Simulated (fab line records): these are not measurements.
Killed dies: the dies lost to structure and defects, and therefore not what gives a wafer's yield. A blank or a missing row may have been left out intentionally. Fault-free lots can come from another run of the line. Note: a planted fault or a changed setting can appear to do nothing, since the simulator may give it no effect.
Which of the tools did it? :: flow sky130 :: Sampling: 10 lots, 30 wafers, 5 of 708 route steps

## WHAT THE GAUGES SHOWED, per wafer
SKY_VIA3_OVL_MEAS_13. Usual: for VIA3_OVL the level is 4 nm and the standard deviation is 5.4.
lot: L773
measured: day 40 17:06
on: overlay-02
VIA3_OVL (nm): -1 9 7
flag: 

lot: L774
measured: day 41 01:22
on: overlay-02
VIA3_OVL (nm): 3 7 9
flag: 

lot: L776
measured: day 41 15:00
on: overlay-02
VIA3_OVL (nm): 8 3 4
flag: 

lot: L782
measured: day 43 14:36
on: overlay-01
VIA3_OVL (nm): 6 3 11
flag: 

lot: L783
measured: day 43 17:29
on: overlay-01
VIA3_OVL (nm): -1 -11 4
flag: 

lot: L786
measured: day 44 08:45
on: overlay-02
VIA3_OVL (nm): 2 -1 1
flag: 

lot: L785
measured: day 44 10:48
on: overlay-02
VIA3_OVL (nm): 8 7 2
flag: 

lot: L789
measured: day 45 13:19
on: overlay-02
VIA3_OVL (nm): 4 2 6
flag: 

lot: L790
measured: day 45 13:55
on: overlay-01
VIA3_OVL (nm): 7 10 0
flag: 

lot: L792
measured: day 45 18:31
on: overlay-01
VIA3_OVL (nm): 6 5 6
flag: 

SKY_CAP2M_OVL_MEAS_12. Usual: for CAP2M_OVL the level is 0.9 nm and the standard deviation is 1.3.
lot: L773
measured: day 41 19:02
on: overlay-01
CAP2M_OVL (nm): 0.6 -3.4 2.2
flag: 

lot: L774
measured: day 42 02:43
on: overlay-01
CAP2M_OVL (nm): 1.6 -0.6 0.0
flag: 

lot: L776
measured: day 42 17:01
on: overlay-01
CAP2M_OVL (nm): -1.4 -1.7 -1.9
flag: 

lot: L782
measured: day 44 14:46
on: overlay-02
CAP2M_OVL (nm): 1.3 0.6 0.8
flag: 

lot: L783
measured: day 44 17:55
on: overlay-01
CAP2M_OVL (nm): -0.3 -0.2 0.1
flag: 

lot: L786
measured: day 45 08:23
on: overlay-01
CAP2M_OVL (nm): 2.6 -0.1 0.6
flag: 

lot: L785
measured: day 45 10:19
on: overlay-01
CAP2M_OVL (nm): 2.4 1.7 1.7
flag: 

lot: L789
measured: day 46 11:44
on: overlay-02
CAP2M_OVL (nm): 0.9 1.2 0.6
flag: 

lot: L790
measured: day 46 12:30
on: overlay-01
CAP2M_OVL (nm): -0.1 0.0 1.8
flag: 

lot: L792
measured: day 46 16:11
on: overlay-02
CAP2M_OVL (nm): -0.3 0.2 0.6
flag: 

SKY_VIA4_RS_MEAS_19: a four-point-probe measurement. Usual: for VIA4_W_RS the level is 0.2143 ohm/sq and the standard deviation is 0.0029.
lot: L773
measured: day 43 20:23
on: film_metro-04
VIA4_W_RS (ohm/sq): 0.2118 0.2176 0.2115
flag: 

lot: L774
measured: day 44 03:28
on: film_metro-02
VIA4_W_RS (ohm/sq): 0.2106 0.2094 0.2146
flag: 

lot: L776
measured: day 44 17:38
on: film_metro-02
VIA4_W_RS (ohm/sq): 0.2140 0.2179 0.2116
flag: 

lot: L782
measured: day 46 12:02
on: film_metro-01
VIA4_W_RS (ohm/sq): 0.1268 0.2159 0.1243 0.1273 0.2160 0.1240
flag: OFF

lot: L783
measured: day 46 15:13
on: film_metro-04
VIA4_W_RS (ohm/sq): 0.2170 0.1252 0.2132 0.2174 0.1253 0.2140
flag: OFF

lot: L786
measured: day 47 03:08
on: film_metro-04
VIA4_W_RS (ohm/sq): 0.2124 0.2136 0.2121
flag: 

lot: L785
measured: day 47 06:32
on: film_metro-02
VIA4_W_RS (ohm/sq): 0.2132 0.2118 0.2127
flag: 

lot: L789
measured: day 48 06:46
on: film_metro-01
VIA4_W_RS (ohm/sq): 0.2155 0.2162 0.2178
flag: 

lot: L790
measured: day 48 07:31
on: film_metro-02
VIA4_W_RS (ohm/sq): 0.2156 0.2152 0.2121
flag: 

lot: L792
measured: day 48 11:35
on: film_metro-02
VIA4_W_RS (ohm/sq): 0.2125 0.2101 0.2150
flag: 

SKY_VIA4_THK_MEAS_20: measures by xrf. Usual: for VIA4_W_THK the level is 521 nm and the standard deviation is 7.8.
lot: L773
measured: day 43 20:31
on: film_metro-04
VIA4_W_THK (nm): 521 512 523
flag: 

lot: L774
measured: day 44 03:34
on: film_metro-02
VIA4_W_THK (nm): 534 535 527
flag: 

lot: L776
measured: day 44 17:45
on: film_metro-02
VIA4_W_THK (nm): 523 520 534
flag: 

lot: L782
measured: day 46 18:11
on: film_metro-01
VIA4_W_THK (nm): 858 519 873 860 516 877
flag: OFF

lot: L783
measured: day 46 19:37
on: film_metro-04
VIA4_W_THK (nm): 513 863 519 512 869 519
flag: OFF

lot: L786
measured: day 47 03:15
on: film_metro-04
VIA4_W_THK (nm): 524 520 522
flag: 

lot: L785
measured: day 47 06:39
on: film_metro-02
VIA4_W_THK (nm): 522 530 526
flag: 

lot: L789
measured: day 48 06:52
on: film_metro-01
VIA4_W_THK (nm): 522 520 519
flag: 

lot: L790
measured: day 48 07:37
on: film_metro-02
VIA4_W_THK (nm): 517 519 526
flag: 

lot: L792
measured: day 48 11:41
on: film_metro-02
VIA4_W_THK (nm): 520 527 522
flag: 

## WHICH TOOL RAN EACH LOT (tool, then ch and the chambers of the sampled wafers, then the start)
lot: L773
SKY_VIA4_CVD_18: cvd_w-02 ch 0,1, day 43 20:11

lot: L774
SKY_VIA4_CVD_18: cvd_w-01 ch 0,1, day 44 03:17

lot: L776
SKY_VIA4_CVD_18: cvd_w-02 ch 0,1, day 44 17:29

lot: L782
SKY_VIA4_CVD_18: cvd_w-02 ch 0,1, day 46 11:53

lot: L783
SKY_VIA4_CVD_18: cvd_w-02 ch 0,1, day 46 15:03

lot: L786
SKY_VIA4_CVD_18: cvd_w-01 ch 0,1, day 47 02:59

lot: L785
SKY_VIA4_CVD_18: cvd_w-01 ch 0,1, day 47 06:23

lot: L789
SKY_VIA4_CVD_18: cvd_w-01 ch 0,1, day 48 06:38

lot: L790
SKY_VIA4_CVD_18: cvd_w-01 ch 0,1, day 48 07:22

lot: L792
SKY_VIA4_CVD_18: cvd_w-01 ch 0,1, day 48 11:26
- SKY_VIA4_CVD_18: deposits W, target thk 505 nm, time 152.14 s.

## WHAT THE TOOLS THEMSELVES READ (means of the sampled wafers that have a number; where no wafer has one, the mark that the record gives instead)
SKY_VIA4_CVD_18. Usual: heater_power_w 820 W, standard deviation 120.
lot: L773
tool: cvd_w-02
heater_power_w (W): 761
flag: 

lot: L774
tool: cvd_w-01
heater_power_w (W): 805
flag: 

lot: L776
tool: cvd_w-02
heater_power_w (W): 762
flag: 

lot: L782
tool: cvd_w-02
heater_power_w (W): 763
flag: 

lot: L783
tool: cvd_w-02
heater_power_w (W): 780
flag: 

lot: L786
tool: cvd_w-01
heater_power_w (W): 810
flag: 

lot: L785
tool: cvd_w-01
heater_power_w (W): 801
flag: 

lot: L789
tool: cvd_w-01
heater_power_w (W): 893
flag: 

lot: L790
tool: cvd_w-01
heater_power_w (W): 901
flag: 

lot: L792
tool: cvd_w-01
heater_power_w (W): 810
flag: 

## THE ANSWER, worked out from the rows above alone
Rule: a lot is off if the mean of its wafers that have a number lies more than 3 standard deviations from the usual mean. Also off: a lot with no number at a reading for which 4 or more lots have one. Where the step has rows for the other lots, those lots are counted as sound. First the gauges in route order, then the tools' own readings, where a lot's mean is used as printed above. The first step at which some lot is off is used, and at that step the reading that is off furthest; a lot without a number counts as furthest.
Off: L782, L783, at SKY_VIA4_RS_MEAS_19 (VIA4_W_RS).
If a tool, at a process step before that reading, ran all the lots that are off and no sound lot after the first of them, it fits. Gauges at SKY_VIA4_RS_MEAS_19: tried the same way as those tools. One fits: SKY_VIA4_CVD_18 on cvd_w-02. Its last sound lot is L776 (day 44 17:29), its first lot that is off L782 (day 46 11:53): a fault that began between those two fits.

## WHAT THE SIMULATOR PUT IN
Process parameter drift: cvd_w-02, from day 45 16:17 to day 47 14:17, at SKY_VIA4_CVD_18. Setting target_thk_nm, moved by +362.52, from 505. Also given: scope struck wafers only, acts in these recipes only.
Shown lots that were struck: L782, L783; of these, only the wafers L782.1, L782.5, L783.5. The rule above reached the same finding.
